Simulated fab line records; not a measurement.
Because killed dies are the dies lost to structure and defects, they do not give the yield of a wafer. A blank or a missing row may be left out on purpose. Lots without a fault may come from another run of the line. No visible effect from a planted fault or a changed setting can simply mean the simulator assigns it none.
fab line records ; flow sky130
record: lots: 6; wafers: 18; last_day: 49
route steps=708 shown NWELL@79 PWDE@84 VT_ADJUST_HVTP@85 PAD_OPEN@708
lots that met no fault: taken from a fault-free run of the same line
start_h: hours from the record's first day to the start of the lot's first wafer shown ; wait_h: hours elapsed since this lot's preceding step ; " repeats the value in the row above ; L1.1+2: several wafers, shown together as one row ; - value missing, or start not given ; * or withheld: withheld ; < > ~ a bound
route shown NAME@n: names a module that has steps shown in the file, with the first one's number in the route ; usual: the fault-free wafers' mean and standard deviation ; same: alike in all rows ; chamber/n: place in a boat ; sites: each site's reading ; _std_site: the values' standard deviation ; _edge_site: the outer-site mean with the inner-site mean subtracted ; radius_mm: for every site, how far away it sits from the centre of the wafer ; mask NAME#n: copy n ; behind: the most recent tool/chamber to have shaped the wafer ; hold: why the lot went on hold/how many hours it stayed there/how the hold came to an end ; device: which transistor (n, p or np) failed to switch ; end of line: the same wafers' tests at the end of the route ; a step without rows: its recipe alone ; killed: dies lost to structure and defects at the first sort, not the wafer's yield ; map: shows each die of a wafer: x if killed, . if not, _ if none is there
set.NAME: the setting the step ran with; set.NAME@STEP: the setting that earlier step ran with ; model.NAME: the simulator's own value behind a step, which no gauge read
lots at selected steps of the route; one table per step, one row per wafer
== steps ==
step: SKY_NWELL_TW_MEAS_26
usual: NWELL_2_TW: 493/3.3
lot.wafer;tool;chamber;start_h;wait_h;NWELL_2_TW
L712.2;film_metro-01;-;113.07;0.1;490
L712.3;film_metro-01;-;113.07;0.1;488
L712.5;film_metro-01;-;113.07;0.1;487
L713.3;film_metro-02;-;118.55;0.1;490
L713.4;film_metro-02;-;118.55;0.1;493
L713.5;film_metro-02;-;118.55;0.1;491
L726.1;film_metro-02;-;193.37;0.1;491
L726.3;film_metro-02;-;193.37;0.1;490
L726.4;film_metro-02;-;193.37;0.1;492
L727.1;film_metro-01;-;202.53;0.1;490
L727.3;film_metro-01;-;202.53;0.1;491
L727.6;film_metro-01;-;202.53;0.1;487
L729.1;film_metro-04;-;216.22;0.1;495
L729.3;film_metro-04;-;216.22;0.1;497
L729.5;film_metro-04;-;216.22;0.1;496
L730.3;film_metro-01;-;221.59;0.1;490
L730.4;film_metro-01;-;221.59;0.1;492
L730.5;film_metro-01;-;221.59;0.1;490
step: SKY_NWELL_CLEAN_27
recipe: chemistry: SC1/SC2; mix: 1:4:20; temp_c: 70; time_s: 150; dry: n2_spin
step: SKY_NWELL_RTA_28
recipe: temp_c: 1050; time_s: 30; idle_temp_c: 650; ramp_up_c_per_s: 150; ramp_down_c_per_s: 90; ambient: N2
usual: lamp_power_pct: 25.31/0.055; wafer_temp_C_max: 1054.7/0.88
lot.wafer;tool;chamber;start_h;wait_h;lamp_power_pct;wafer_temp_C_max
L712.2;rtp_anneal-02;0;113.19;0.0;25.41;1054.2
L712.3;rtp_anneal-02;0;113.19;0.0;25.30;1055.2
L712.5;rtp_anneal-02;0;113.19;0.0;25.34;1056.2
L713.3;rtp_anneal-01;0;118.68;0.0;25.27;1054.1
L713.4;rtp_anneal-01;0;118.68;0.0;25.40;1054.8
L713.5;rtp_anneal-01;0;118.68;0.0;25.35;1054.1
L726.1;rtp_anneal-02;0;193.49;0.0;25.29;1055.4
L726.3;rtp_anneal-02;0;193.49;0.0;25.35;1054.8
L726.4;rtp_anneal-02;0;193.49;0.0;25.24;1056.4
L727.1;rtp_anneal-02;0;202.65;0.0;25.28;1055.4
L727.3;rtp_anneal-02;0;202.65;0.0;25.29;1053.1
L727.6;rtp_anneal-02;0;202.65;0.0;25.27;1055.4
L729.1;rtp_anneal-02;0;216.34;0.0;25.41;1057.2
L729.3;rtp_anneal-02;0;216.34;0.0;25.28;1053.9
L729.5;rtp_anneal-02;0;216.34;0.0;25.37;1053.8
L730.3;rtp_anneal-01;0;221.72;0.0;25.39;1054.3
L730.4;rtp_anneal-01;0;221.72;0.0;25.22;1054.8
L730.5;rtp_anneal-01;0;221.72;0.0;25.28;1054.4
step: SKY_NWELL_RS_MEAS_29
recipe: thk_meas_gauge: four-point-probe
usual: NWELL_RS: 624.7/2.3
lot.wafer;tool;chamber;start_h;wait_h;NWELL_RS[ohm/sq]
L712.2;film_metro-02;-;113.30;0.1;623.0
L712.3;film_metro-02;-;113.30;0.1;623.4
L712.5;film_metro-02;-;113.30;0.1;621.7
L713.3;film_metro-01;-;118.78;0.1;626.2
L713.4;film_metro-01;-;118.78;0.1;627.7
L713.5;film_metro-01;-;118.78;0.1;625.8
L726.1;film_metro-04;-;193.59;0.1;620.7
L726.3;film_metro-04;-;193.59;0.1;619.7
L726.4;film_metro-04;-;193.59;0.1;620.8
L727.1;film_metro-02;-;202.75;0.1;627.2
L727.3;film_metro-02;-;202.75;0.1;625.4
L727.6;film_metro-02;-;202.75;0.1;625.9
L729.1;film_metro-01;-;216.44;0.1;623.1
L729.3;film_metro-01;-;216.44;0.1;624.5
L729.5;film_metro-01;-;216.44;0.1;624.4
L730.3;film_metro-01;-;221.82;0.1;626.8
L730.4;film_metro-01;-;221.82;0.1;629.0
L730.5;film_metro-01;-;221.82;0.1;627.7
step: SKY_NWELL_RS_MEAS_31
recipe: thk_meas_gauge: four-point-probe
usual: PWDE_RS: 5276/21
lot.wafer;tool;chamber;start_h;wait_h;PWDE_RS[ohm/sq]
L712.2;film_metro-02;-;113.54;0.1;5276
L712.3;film_metro-02;-;113.54;0.1;5286
L712.5;film_metro-02;-;113.54;0.1;5276
L713.3;film_metro-01;-;119.02;0.1;5282
L713.4;film_metro-01;-;119.02;0.1;5289
L713.5;film_metro-01;-;119.02;0.1;5276
L726.1;film_metro-04;-;193.83;0.1;5240
L726.3;film_metro-04;-;193.83;0.1;5236
L726.4;film_metro-04;-;193.83;0.1;5231
L727.1;film_metro-02;-;202.99;0.1;5274
L727.3;film_metro-02;-;202.99;0.1;5271
L727.6;film_metro-02;-;202.99;0.1;5278
L729.1;film_metro-01;-;216.68;0.1;5281
L729.3;film_metro-01;-;216.68;0.1;5289
L729.5;film_metro-01;-;216.68;0.1;5288
L730.3;film_metro-01;-;222.06;0.1;5308
L730.4;film_metro-01;-;222.06;0.1;5314
L730.5;film_metro-01;-;222.06;0.1;5314
step: SKY_VT_ADJUST_HVTP_DEHYDRATE_00
recipe: temp_c: 200; time_s: 60
step: SKY_VT_ADJUST_HVTP_HMDS_01
recipe: prime_time_s: 60; prime_temp_c: 120
step: SKY_VT_ADJUST_HVTP_COAT_02
recipe: resist: NOVOLAK; spin_rpm: 3000; resist_thk_nm: 1140
step: SKY_VT_ADJUST_HVTP_SOFTBAKE_03
recipe: temp_c: 90; time_s: 60; resist: NOVOLAK
step: SKY_VT_ADJUST_HVTP_EXPOSE_04
recipe: mask_id: HVTPM; na: 0.6; source_shape: conventional; sigma_outer: 0.6; polarization: unpolarized; target_cd_nm: 380; dose_mj: 140
step: SKY_VT_ADJUST_HVTP_PEB_05
recipe: temp_c: withheld; time_s: *; resist: NOVOLAK
step: SKY_VT_ADJUST_HVTP_DEVELOP_06
recipe: resist: NOVOLAK; developer: TMAH; develop_time_s: 60; dev_temp_c: 23
usual: developer_temp_C: 22.99/0.11
lot.wafer;tool;chamber;start_h;wait_h;developer_temp_C
L712.2;litho_track-02;0;131.07;0.1;23.14
L712.3;litho_track-02;0;131.07;0.1;23.07
L712.5;litho_track-02;0;131.07;0.1;23.06
L713.3;litho_track-04;0;136.79;0.1;23.05
L713.4;litho_track-04;0;136.79;0.1;23.08
L713.5;litho_track-04;0;136.79;0.1;22.98
L726.1;litho_track-04;0;215.44;0.1;25.33
L726.3;litho_track-04;0;215.44;0.1;25.31
L726.4;litho_track-04;0;215.44;0.1;25.41
L727.1;litho_track-04;0;224.54;0.1;25.25
L727.3;litho_track-04;0;224.54;0.1;25.08
L727.6;litho_track-04;0;224.54;0.1;25.19
L729.1;litho_track-02;0;238.25;0.1;23.04
L729.3;litho_track-02;0;238.25;0.1;22.96
L729.5;litho_track-02;0;238.25;0.1;23.10
L730.3;litho_track-02;0;243.00;0.1;23.01
L730.4;litho_track-02;0;243.00;0.1;23.00
L730.5;litho_track-02;0;243.00;0.1;22.92
step: SKY_VT_ADJUST_HVTP_CD_MEAS_07
recipe: target_cd_nm: 380
usual: cd_nm: 380.7/2.1
lot.wafer;tool;chamber;start_h;wait_h;hold;cd_nm
L712.2;cd_sem-02;-;131.22;0.1;-;379.7
L712.3;cd_sem-02;-;131.22;0.1;-;380.5
L712.5;cd_sem-02;-;131.22;0.1;-;380.7
L713.3;cd_sem-01;-;136.93;0.1;-;381.7
L713.4;cd_sem-01;-;136.93;0.1;-;382.3
L713.5;cd_sem-01;-;136.93;0.1;-;377.3
L726.1;cd_sem-01;-;215.59;0.1;await_dispo/0.2h/release;372.8
L726.3;cd_sem-01;-;215.59;0.1;await_dispo/0.2h/release;370.5
L726.4;cd_sem-01;-;215.59;0.1;await_dispo/0.2h/release;372.8
L726.1;cd_sem-01;-;215.87;0.3;-;372.5
L726.3;cd_sem-01;-;215.87;0.3;-;370.5
L726.4;cd_sem-01;-;215.87;0.3;-;372.5
L727.1;cd_sem-01;-;224.69;0.1;await_dispo/0.2h/release;372.5
L727.3;cd_sem-01;-;224.69;0.1;await_dispo/0.2h/release;372.4
L727.6;cd_sem-01;-;224.69;0.1;await_dispo/0.2h/release;370.9
L727.1;cd_sem-01;-;224.97;0.3;-;372.2
L727.3;cd_sem-01;-;224.97;0.3;-;372.1
L727.6;cd_sem-01;-;224.97;0.3;-;370.9
L729.1;cd_sem-02;-;238.40;0.1;-;379.9
L729.3;cd_sem-02;-;238.40;0.1;-;381.0
L729.5;cd_sem-02;-;238.40;0.1;-;379.7
L730.3;cd_sem-01;-;243.14;0.1;-;383.7
L730.4;cd_sem-01;-;243.14;0.1;-;384.8
L730.5;cd_sem-01;-;243.14;0.1;-;383.5
step: SKY_VT_ADJUST_HVTP_OVL_MEAS_08
usual: VT_ADJUST_HVTP_OVL: -0.5/1.6
lot.wafer;tool;chamber;start_h;wait_h;hold;VT_ADJUST_HVTP_OVL[nm]
L712.2;overlay-02;-;131.32;0.1;-;-1.7
L712.3;overlay-02;-;131.32;0.1;-;-1.5
L712.5;overlay-02;-;131.32;0.1;-;-1.7
L713.3;overlay-02;-;137.02;0.1;-;-2.3
L713.4;overlay-02;-;137.02;0.1;-;-3.9
L713.5;overlay-02;-;137.02;0.1;-;-3.0
L726.1;overlay-01;-;217.50;1.6;await_dispo/1.5h/release;0.8
L726.3;overlay-01;-;217.50;1.6;await_dispo/1.5h/release;0.3
L726.4;overlay-01;-;217.50;1.6;await_dispo/1.5h/release;1.3
L727.1;overlay-02;-;226.86;1.9;await_dispo/1.8h/release;-1.3
L727.3;overlay-02;-;226.86;1.9;await_dispo/1.8h/release;-0.5
L727.6;overlay-02;-;226.86;1.9;await_dispo/1.8h/release;-0.9
L729.1;overlay-01;-;238.52;0.1;-;-0.3
L729.3;overlay-01;-;238.52;0.1;-;-0.7
L729.5;overlay-01;-;238.52;0.1;-;-3.2
L730.3;overlay-02;-;243.23;0.1;-;-1.3
L730.4;overlay-02;-;243.23;0.1;-;-1.7
L730.5;overlay-02;-;243.23;0.1;-;-0.3
step: SKY_PAD_OPEN_PROBE_99
usual: killed_at_M0_to_M3: 43/7.4; killed_at_M4_up: 3.5/2.1; killed_at_contacts: 24/5.4; killed_at_front_end: 15/4.7; killed_at_other: 0.2/0.44; killed_dies: 85/10; killed_open: 47/7.1; killed_short: 38/7
same: gross_dies: 492; killed_at_back_side: 0
lot.wafer;tool;chamber;start_h;wait_h;killed_at_M0_to_M3;killed_at_M4_up;killed_at_contacts;killed_at_front_end;killed_at_other;killed_dies;killed_open;killed_short
L727.1;prober-02;-;1164.34;0.1;42;2;23;19;0;86;36;50
L727.3;prober-02;-;1164.44;0.2;41;2;27;12;0;82;45;37
L727.6;prober-02;-;1164.59;0.2;45;2;14;10;1;72;41;31
L729.1;prober-02;-;1175.98;0.1;40;2;22;11;0;75;45;30
L729.3;prober-02;-;1176.08;0.2;61;6;26;9;0;102;51;51
L729.5;prober-02;-;1176.18;0.2;50;3;29;14;0;96;56;40
L730.3;prober-01;-;1181.41;0.2;37;4;32;19;1;93;48;45
L730.4;prober-01;-;1181.46;0.2;34;2;28;18;1;83;49;34
L730.5;prober-01;-;1181.51;0.2;41;5;13;24;0;83;43;40
killed by level:class
L727.1 FIELD_ISO:geometric_particle:short=9 LI_CONTACT:geometric_particle:open=7 VIA1:geometric_particle:short=7 VIA3:geometric_particle:short=6 CONTACT:geometric_particle:open=6 VIA1:geometric_particle:open=6 METAL2:geometric_particle:short=6 VIA3:geometric_particle:open=6
L727.3 CONTACT:geometric_particle:open=14 VIA3:geometric_particle:open=8 VIA1:geometric_particle:open=8 METAL1:geometric_particle:short=6 CONTACT:geometric_particle:short=5 VIA2:geometric_particle:open=5 LI_CONTACT:geometric_particle:open=4 LOCAL_INTERCONNECT:geometric_particle:short=4
L727.6 VIA3:geometric_particle:open=12 VIA1:geometric_particle:open=9 CONTACT:geometric_particle:open=6 METAL1:geometric_particle:short=6 LOCAL_INTERCONNECT:geometric_particle:short=5 METAL3:geometric_particle:short=4 VIA2:geometric_particle:short=3 VIA2:geometric_particle:open=3
L729.1 CONTACT:geometric_particle:open=10 LI_CONTACT:geometric_particle:open=8 VIA1:geometric_particle:open=8 METAL2:geometric_particle:short=6 METAL1:geometric_particle:short=5 VIA2:geometric_particle:short=4 VIA2:geometric_particle:open=4 FIELD_ISO:geometric_particle:short=3
L729.3 LI_CONTACT:geometric_particle:open=12 METAL1:geometric_particle:short=11 VIA3:geometric_particle:open=10 VIA1:geometric_particle:open=9 VIA3:geometric_particle:short=7 VIA2:geometric_particle:open=7 METAL2:geometric_particle:short=5 CONTACT:geometric_particle:short=4
L729.5 LI_CONTACT:geometric_particle:open=13 METAL2:geometric_particle:short=11 CONTACT:geometric_particle:open=10 VIA2:geometric_particle:open=10 POLY_GATE:geometric_particle:open=6 VIA1:geometric_particle:open=5 METAL3:geometric_particle:short=5 METAL2:geometric_particle:open=3
L730.3 CONTACT:geometric_particle:open=10 VIA3:geometric_particle:open=9 LI_CONTACT:geometric_particle:open=7 CONTACT:geometric_particle:short=7 FIELD_ISO:geometric_particle:open=5 POLY_GATE:geometric_particle:short=5 LOCAL_INTERCONNECT:geometric_particle:short=5 METAL2:geometric_particle:short=5
L730.4 CONTACT:geometric_particle:open=11 METAL1:geometric_particle:short=8 FIELD_ISO:geometric_particle:open=7 VIA2:geometric_particle:open=6 VIA1:geometric_particle:open=6 POLY_GATE:geometric_particle:open=5 LOCAL_INTERCONNECT:geometric_particle:short=5 LI_CONTACT:geometric_particle:open=5
L730.5 FIELD_ISO:geometric_particle:short=12 VIA1:geometric_particle:open=11 CONTACT:geometric_particle:open=6 VIA2:geometric_particle:open=6 METAL1:geometric_particle:short=5 VIA3:geometric_particle:open=5 METAL4:geometric_particle:short=5 SPACER:geometric_particle:open=4
== key ==
first_sign: step: SKY_VT_ADJUST_HVTP_DEVELOP_06; reading: developer_temp_C; direction: up; sigmas: 21; usual: *; struck: *
effect: step: SKY_VT_ADJUST_HVTP_CD_MEAS_07; reading: visit; direction: added
met_at SKY_VT_ADJUST_HVTP_DEVELOP_06
struck_wafers L726.1,L726.3,L726.4,L727.1,L727.3,L727.6
tester_left_out L726,L727
onset_between 136.79 215.44
fault: kind: process_parameter_drift; tool: litho_track-04; chamber: -; onset_h: 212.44; steps: SKY_VT_ADJUST_HVTP_DEVELOP_06; channel: dev_temp_c; offset: *; shape: step; end_h: 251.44; acts_in: *; stated: *
tester_left_out: of these lots the tester's yield and bins aren't shown, on N5 and GAA mostly nor the transistor test; their killed dies are dies lost to structure and defects alone, not to doping, threshold or leakage, so they don't give the yield
